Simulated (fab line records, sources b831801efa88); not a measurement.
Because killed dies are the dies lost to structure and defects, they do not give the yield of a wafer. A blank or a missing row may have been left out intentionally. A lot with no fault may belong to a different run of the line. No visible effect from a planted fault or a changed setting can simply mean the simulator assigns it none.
Chamber matching    flow gf180mcu    GF_V4_CVD_02 on pecvd-02: 3 sister chambers
The step deposits SiO2 from TEOS, target thk 850 nm, time 94.851 s. 3 wafers are shown with their chamber, then 6 later ones without.

## WAFERS, EACH WITH ITS CHAMBER
wafer   chamber  heater-power-w (W)
L741.5  0        628
L742.3  1        886
L742.4  2        595

## WAFERS MISSING THEIR CHAMBER
wafer   heater-power-w (W)
L742.5  724
L744.3  637
L744.4  1023
L744.5  695
L750.4  486
L750.6  733

## EACH ONE'S CHAMBER
wafer   from the rows above           in truth
L742.5  can't be placed: 0 or 2 or 1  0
L744.3  can't be placed: 0 or 2       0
L744.4  1                             1
L744.5  can't be placed: 0 or 2 or 1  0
L750.4  can't be placed: 2 or 0       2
L750.6  can't be placed: 0 or 2 or 1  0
Correctly placed: 1 of 6. Cannot be placed on the basis of these rows: 5; the candidates contain the true chamber in 5. 0 placed wrongly.
How it was worked out, from the rows above alone: a wafer's distance from a chamber is the root of the sum, over the readings, of the square of ((its reading less the chamber's mean) divided by the reading's scatter). The wafer belongs to the nearest chamber; if the next one is less than 2 further off, it can't be placed. Each chamber's mean is taken over the wafers shown for it. The scatter: root of mean squared gap, hidden wafer to nearest shown wafer, with one shown wafer a chamber.
